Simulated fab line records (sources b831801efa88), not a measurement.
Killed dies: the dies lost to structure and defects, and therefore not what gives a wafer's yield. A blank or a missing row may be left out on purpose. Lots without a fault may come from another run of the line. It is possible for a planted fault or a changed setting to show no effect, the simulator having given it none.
fab line records | flow gf180mcu
record: lots: 14 | wafers: 42 | lastDay: 34
route steps=602 shown STI@15 M4@470 MIM@506 V5@565
lots that met no fault: taken from a fault-free run of the same line
startH: start of the lot's first displayed wafer, in hours after the record's first day | waitH: hours from the lot's prior step to this one | " unchanged from the row above | L1.1+2: a single row standing in for several wafers | - either no value or no given start | * or withheld: withheld | < > ~ a bound
route shown NAME@n: a module of which the file shows steps, and the number in the route of the first | usual: mean/standard deviation of fault-free wafers | same: alike in all rows | chamber/n: place in a boat | sites: per-site readings | _std_site: the values' standard deviation | _edge_site: inner sites' mean taken away from outer sites' mean | radiusMm: how far each site lies from the wafer's centre | mask NAME#n: copy n | behind: the most recent tool/chamber to have shaped the wafer | hold: reason for holding the lot/hours on hold/outcome of the hold | device: the transistor (n, p or np) that didn't switch | end of line: at the end of the route, the tests of the same wafers | where a step has no rows: the recipe by itself | killed: dies lost to structure and defects at the first sort, not the wafer's yield | map: per-die view of a wafer (x killed, . not killed, _ where there is no die)
set.NAME: the setting as run; set.NAME@STEP: as run at that earlier step | model.NAME: the simulator's own value behind a step, which no gauge read
steps of the route over a sample of lots; a table a step, a row a wafer
services: from which hour (startH, from the record's first day; less than 0 if before it) a tool's chamber was out of use, for how many hours, and why
== steps ==
step: GF_STI_ETCH_14
recipe: target: Si | chemistry: HBr/Cl2/O2 | targetDepthNm: 360 | icpW: 600 | biasW: 150 | pressureMtorr: 15 | HBr_flow_sccm: 150 | Cl2_flow_sccm: 40 | O2_flow_sccm: 6 | timeS: 102.9
usual: biasW: 150.0/0.45 | drypumpMotorCurrentA: 5.7/0.51 | oesProductAu: 1.002/0.015 | throttleValvePct: 25.654/0.015
lot.wafer | tool     | chamber | startH | waitH | biasW | drypumpMotorCurrentA | oesProductAu | rfHoursCounterH | throttleValvePct
L400.2    | rieSi-01 | 1       | 25.46  | 0.0   | 150.1 | 6.6                  | 1.028        | 95              | 25.637
L400.4    | "        | 2       | "      | "     | 151.1 | 5.3                  | 1.004        | 48              | 25.671
L400.6    | "        | 2       | "      | "     | 150.1 | 5.4                  | 1.006        | -               | 25.660
L402.1    | rieSi-01 | 1       | 35.16  | 0.0   | 150.6 | 6.5                  | 1.025        | 95              | 25.648
L402.2    | "        | 2       | "      | "     | 150.3 | 5.3                  | 1.017        | 48              | 25.658
L402.6    | "        | 2       | "      | "     | 150.6 | 5.4                  | 1.003        | -               | 25.655
L403.4    | rieSi-02 | 1       | 40.56  | 0.0   | 150.2 | 5.8                  | 1.025        | 86              | 25.650
L403.5    | "        | 2       | "      | "     | 150.1 | 4.9                  | 1.003        | -               | 25.642
L403.6    | "        | 3       | "      | "     | 149.9 | 5.3                  | 0.994        | -               | 25.660
L405.2    | rieSi-01 | 2       | 52.01  | 0.0   | 151.0 | 5.3                  | 1.000        | 48              | 25.669
L405.3    | "        | 1       | "      | "     | 149.7 | 6.5                  | 1.024        | 95              | 25.656
L405.5    | "        | 1       | "      | "     | 149.9 | 6.5                  | 1.020        | -               | 25.634
L406.2    | rieSi-02 | 1       | 57.80  | 0.0   | 150.6 | 5.8                  | 1.006        | 86              | 25.653
L406.4    | "        | 0       | "      | "     | 149.9 | 5.6                  | 0.992        | 101             | 25.642
L406.6    | "        | 0       | "      | "     | 149.4 | 5.6                  | 0.995        | -               | 25.650
L407.1    | rieSi-02 | 0       | 64.51  | 0.0   | 149.3 | 5.7                  | 1.011        | 101             | 25.650
L407.3    | "        | 1       | "      | "     | 150.1 | 5.9                  | 1.015        | 86              | 25.632
L407.5    | "        | 1       | "      | "     | 149.7 | 5.9                  | 1.026        | -               | 25.642
L409.1    | rieSi-02 | 3       | 72.01  | 0.0   | 149.5 | 5.3                  | 0.993        | 125             | 25.656
L409.3    | "        | 2       | "      | "     | 150.4 | 4.9                  | 1.004        | 0               | 25.656
L409.5    | "        | 0       | "      | "     | 150.0 | 5.6                  | 0.990        | -               | 25.658
L410.1    | rieSi-01 | 1       | 77.26  | 0.0   | 149.8 | 6.6                  | 1.018        | 95              | 25.633
L410.4    | "        | 0       | "      | "     | 149.9 | 6.5                  | 0.971        | 3               | 25.680
L410.6    | "        | 2       | "      | "     | 149.5 | 5.4                  | 0.998        | -               | 25.628
L411.4    | rieSi-01 | 3       | 83.51  | 0.0   | 150.9 | 5.8                  | 0.981        | 2               | 25.681
L411.5    | "        | 1       | "      | "     | 150.6 | 6.5                  | 1.013        | -               | 25.638
L411.6    | "        | 2       | "      | "     | 149.9 | 5.3                  | 1.002        | -               | 25.669
L412.1    | rieSi-02 | 1       | 86.46  | 0.0   | 150.4 | 5.8                  | 1.021        | 86              | 25.644
L412.2    | "        | 3       | "      | "     | 150.4 | 5.3                  | 1.000        | 125             | 25.644
L412.5    | "        | 0       | "      | "     | 150.8 | 5.6                  | 0.996        | -               | 25.653
L413.3    | rieSi-02 | 3       | 92.56  | 0.0   | 149.7 | 5.3                  | 0.999        | 125             | 25.645
L413.5    | "        | 0       | "      | "     | 150.6 | 5.6                  | 1.003        | -               | 25.656
L413.6    | "        | 1       | "      | "     | 149.9 | 5.8                  | 1.017        | -               | 25.649
L414.2    | rieSi-02 | 3       | 99.20  | 0.0   | 149.6 | 5.3                  | 0.997        | 125             | 25.660
L414.4    | "        | 2       | "      | "     | 145.7 | 4.9                  | 1.006        | 1               | 25.649
L414.5    | "        | 0       | "      | "     | 150.4 | 5.6                  | 1.006        | -               | 25.660
L415.1    | rieSi-02 | 0       | 102.91 | 0.0   | 149.6 | 5.6                  | 0.991        | 102             | 25.651
L415.2    | "        | 2       | "      | "     | 145.6 | 4.9                  | 0.997        | 1               | 25.669
L415.3    | "        | 3       | "      | "     | 149.5 | 5.3                  | 0.987        | 125             | 25.665
L423.1    | rieSi-01 | 0       | 143.81 | 0.0   | 149.6 | 6.4                  | 0.970        | 4               | 25.669
L423.3    | "        | 1       | "      | "     | 150.8 | 6.6                  | 1.017        | 96              | 25.623
L423.6    | "        | 2       | "      | "     | 150.4 | 5.3                  | 1.004        | -               | 25.653
step: GF_M4_CD_MEAS_14
recipe: targetCdNm: 280
usual: cdNm: 279.8/1.1
lot.wafer | tool     | chamber | startH | waitH | cdNm
L400.2    | cdSem-01 | -       | 538.02 | 0.1   | 279.5
L400.4    | "        | -       | "      | "     | 280.5
L400.6    | "        | -       | "      | "     | 280.4
L402.1    | cdSem-01 | -       | 555.50 | 0.1   | 279.4
L402.2    | "        | -       | "      | "     | 281.7
L402.6    | "        | -       | "      | "     | 280.2
L403.4    | cdSem-02 | -       | 573.00 | 0.1   | 278.0
L403.5    | "        | -       | "      | "     | 279.3
L403.6    | "        | -       | "      | "     | 279.3
L405.2    | cdSem-02 | -       | 584.72 | 0.1   | 280.8
L405.3    | "        | -       | "      | "     | 280.7
L405.5    | "        | -       | "      | "     | 280.3
L406.2    | cdSem-01 | -       | 589.92 | 0.1   | 280.2
L406.4    | "        | -       | "      | "     | 279.7
L406.6    | "        | -       | "      | "     | 280.4
L407.1    | cdSem-02 | -       | 600.09 | 0.1   | 281.6
L407.3    | "        | -       | "      | "     | 282.6
L407.5    | "        | -       | "      | "     | 281.4
L409.1    | cdSem-01 | -       | 608.55 | 0.1   | 279.9
L409.3    | "        | -       | "      | "     | 280.4
L409.5    | "        | -       | "      | "     | 279.8
L410.1    | cdSem-02 | -       | 619.30 | 0.1   | 278.6
L410.4    | "        | -       | "      | "     | 279.9
L410.6    | "        | -       | "      | "     | 279.1
L411.4    | cdSem-02 | -       | 634.05 | 0.1   | 280.0
L411.5    | "        | -       | "      | "     | 279.4
L411.6    | "        | -       | "      | "     | 280.3
L412.1    | cdSem-01 | -       | 639.94 | 0.1   | 279.8
L412.2    | "        | -       | "      | "     | 279.8
L412.5    | "        | -       | "      | "     | 278.5
L413.3    | cdSem-01 | -       | 642.11 | 0.2   | 280.5
L413.5    | "        | -       | "      | "     | 281.2
L413.6    | "        | -       | "      | "     | 281.1
L414.2    | cdSem-01 | -       | 646.52 | 0.1   | 278.7
L414.4    | "        | -       | "      | "     | 280.0
L414.5    | "        | -       | "      | "     | 280.2
L415.1    | cdSem-02 | -       | 658.94 | 0.1   | 281.4
L415.2    | "        | -       | "      | "     | 282.2
L415.3    | "        | -       | "      | "     | 281.0
L423.1    | cdSem-01 | -       | 706.40 | 0.1   | 278.3
L423.3    | "        | -       | "      | "     | 278.7
L423.6    | "        | -       | "      | "     | 279.1
step: GF_MIM_SPUTTER_03
recipe: material: Ti | targetThkNm: 10 | substrateTempC: 300 | chamberPressurePa: 0.3 | powerW: 3000 | timeS: 6.7
usual: throttleValvePct: 30.0/1
lot.wafer | tool          | chamber | startH | waitH | throttleValvePct
L400.2    | pvdSputter-04 | -       | 563.90 | 0.0   | 30.1
L400.4    | "             | -       | "      | "     | 29.5
L400.6    | "             | -       | "      | "     | 31.4
L402.1    | pvdSputter-04 | -       | 580.15 | 0.0   | 31.9
L402.2    | "             | -       | "      | "     | 28.9
L402.6    | "             | -       | "      | "     | 31.5
L403.4    | pvdSputter-04 | -       | 597.01 | 0.0   | 30.5
L403.5    | "             | -       | "      | "     | 30.4
L403.6    | "             | -       | "      | "     | 29.5
L405.2    | pvdSputter-02 | -       | 608.98 | 0.0   | 31.2
L405.3    | "             | -       | "      | "     | 29.2
L405.5    | "             | -       | "      | "     | 29.3
L406.2    | pvdSputter-04 | -       | 615.22 | 0.0   | 29.5
L406.4    | "             | -       | "      | "     | 28.9
L406.6    | "             | -       | "      | "     | 28.8
L407.1    | pvdSputter-03 | -       | 624.26 | 0.0   | 28.4
L407.3    | "             | -       | "      | "     | 29.4
L407.5    | "             | -       | "      | "     | 29.5
L409.1    | pvdSputter-04 | -       | 632.22 | 0.0   | 29.2
L409.3    | "             | -       | "      | "     | 31.7
L409.5    | "             | -       | "      | "     | 30.4
L410.1    | pvdSputter-04 | -       | 642.60 | 0.0   | 29.3
L410.4    | "             | -       | "      | "     | 28.8
L410.6    | "             | -       | "      | "     | 30.7
L411.4    | pvdSputter-03 | -       | 656.62 | 0.0   | 29.5
L411.5    | "             | -       | "      | "     | 29.7
L411.6    | "             | -       | "      | "     | 29.2
L412.1    | pvdSputter-03 | -       | 663.35 | 0.0   | 29.4
L412.2    | "             | -       | "      | "     | 28.6
L412.5    | "             | -       | "      | "     | 29.4
L413.3    | pvdSputter-02 | -       | 665.79 | 0.0   | 31.2
L413.5    | "             | -       | "      | "     | 31.3
L413.6    | "             | -       | "      | "     | 31.4
L414.2    | pvdSputter-03 | -       | 669.41 | 0.0   | 29.5
L414.4    | "             | -       | "      | "     | 28.6
L414.5    | "             | -       | "      | "     | 29.2
L415.1    | pvdSputter-04 | -       | 680.87 | 0.0   | 29.4
L415.2    | "             | -       | "      | "     | 31.8
L415.3    | "             | -       | "      | "     | 30.0
L423.1    | pvdSputter-04 | -       | 727.98 | 0.0   | 29.3
L423.3    | "             | -       | "      | "     | 28.8
L423.6    | "             | -       | "      | "     | 28.7
step: GF_V5_THK_MEAS_25
recipe: thkMeasGauge: xrf | reads: W_of_V5_CVD_23
usual: V5_W_THK: 347/5.6
lot.wafer | tool         | chamber | startH | waitH | V5_W_THK[nm]
L400.2    | filmMetro-04 | -       | 629.91 | 0.1   | 354
L400.4    | "            | -       | "      | "     | 356
L400.6    | "            | -       | "      | "     | 347
L402.1    | filmMetro-02 | -       | 644.07 | 0.1   | 334
L402.2    | "            | -       | "      | "     | 333
L402.6    | "            | -       | "      | "     | 335
L403.4    | filmMetro-01 | -       | 661.49 | 0.1   | 349
L403.5    | "            | -       | "      | "     | 349
L403.6    | "            | -       | "      | "     | 352
L405.2    | filmMetro-01 | -       | 671.90 | 0.1   | 351
L405.3    | "            | -       | "      | "     | 354
L405.5    | "            | -       | "      | "     | 356
L406.2    | filmMetro-02 | -       | 677.49 | 0.1   | 340
L406.4    | "            | -       | "      | "     | 345
L406.6    | "            | -       | "      | "     | 340
L407.1    | filmMetro-02 | -       | 686.35 | 0.1   | 345
L407.3    | "            | -       | "      | "     | 343
L407.5    | "            | -       | "      | "     | 347
L409.1    | filmMetro-02 | -       | 693.63 | 0.1   | 337
L409.3    | "            | -       | "      | "     | 338
L409.5    | "            | -       | "      | "     | 333
L410.1    | filmMetro-04 | -       | 703.81 | 0.1   | 354
L410.4    | "            | -       | "      | "     | 353
L410.6    | "            | -       | "      | "     | 357
L411.4    | filmMetro-01 | -       | 716.74 | 0.1   | 346
L411.5    | "            | -       | "      | "     | 344
L411.6    | "            | -       | "      | "     | 349
L412.1    | filmMetro-01 | -       | 722.68 | 0.1   | 348
L412.2    | "            | -       | "      | "     | 347
L412.5    | "            | -       | "      | "     | 348
L413.3    | filmMetro-01 | -       | 724.90 | 0.1   | 350
L413.5    | "            | -       | "      | "     | 351
L413.6    | "            | -       | "      | "     | 349
L414.2    | filmMetro-01 | -       | 728.42 | 0.1   | 348
L414.4    | "            | -       | "      | "     | 351
L414.5    | "            | -       | "      | "     | 348
L415.1    | filmMetro-02 | -       | 738.77 | 0.1   | 346
L415.2    | "            | -       | "      | "     | 350
L415.3    | "            | -       | "      | "     | 347
L423.1    | filmMetro-02 | -       | 781.44 | 0.1   | 344
L423.3    | "            | -       | "      | "     | 344
L423.6    | "            | -       | "      | "     | 342
== services ==
tool          | chamber | startH | hours | kind
pvdSputter-04 | -       | 26.81  | 9.1   | repair
rieSi-02      | 1       | 145.65 | 3.6   | repair
rieSi-01      | -       | 161.21 | 2.8   | pm
rieSi-01      | 1       | 232.41 | 2.4   | repair
pvdSputter-04 | -       | 238.31 | 1.6   | repair
rieSi-02      | 0       | 265.45 | 10.5  | repair
pvdSputter-04 | -       | 271.55 | 8.4   | repair
rieSi-01      | 2       | 307.17 | 16.8  | repair
pvdSputter-04 | -       | 330.82 | 0.5   | repair
rieSi-02      | -       | 373.98 | 0.4   | repair
rieSi-01      | -       | 378.26 | 0.4   | repair
rieSi-02      | 2       | 396.40 | 7.4   | repair
pvdSputter-04 | -       | 408.07 | 0.9   | repair
rieSi-02      | 3       | 417.59 | 1.1   | repair
pvdSputter-04 | -       | 438.55 | 2.6   | repair
rieSi-02      | 3       | 455.29 | 2.2   | repair
rieSi-02      | 2       | 566.27 | 6.5   | repair
rieSi-02      | 1       | 580.15 | 2.9   | repair
rieSi-02      | -       | 589.03 | 14.6  | pm
rieSi-02      | 3       | 614.05 | 6.4   | repair
pvdSputter-04 | -       | 660.19 | 4.0   | repair
pvdSputter-04 | -       | 692.61 | 5.1   | repair
rieSi-02      | 0       | 694.45 | 3.7   | repair
rieSi-02      | 1       | 718.99 | 2.6   | repair
== key ==
firstSign: step: GF_STI_ETCH_14 | reading: biasW | direction: down | sigmas: 9.7 | usual: 150.0 | struck: 145.6
effect none on later readings
metAt GF_STI_ETCH_14
struckLots L414,L415
struckWafers L414.4,L415.2
testerLeftOut L414,L415
notActingAt GF_M4_CD_MEAS_14,GF_MIM_SPUTTER_03,GF_V5_THK_MEAS_25
onsetBetween 72.01 99.20
fault: kind: processParameterDrift | tool: rieSi-02 | chamber: 2 | onsetH: 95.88 | steps: GF_STI_ETCH_14 | channel: biasW | offset: -4.0839 | shape: step | endH: 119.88 | actsIn: theseRecipesOnly | stated: 150
testerLeftOut: of these lots the tester's yield and bins aren't shown, on N5 and GAA mostly nor the transistor test; their killed dies are dies lost to structure and defects alone, not to doping, threshold or leakage, so they don't give the yield
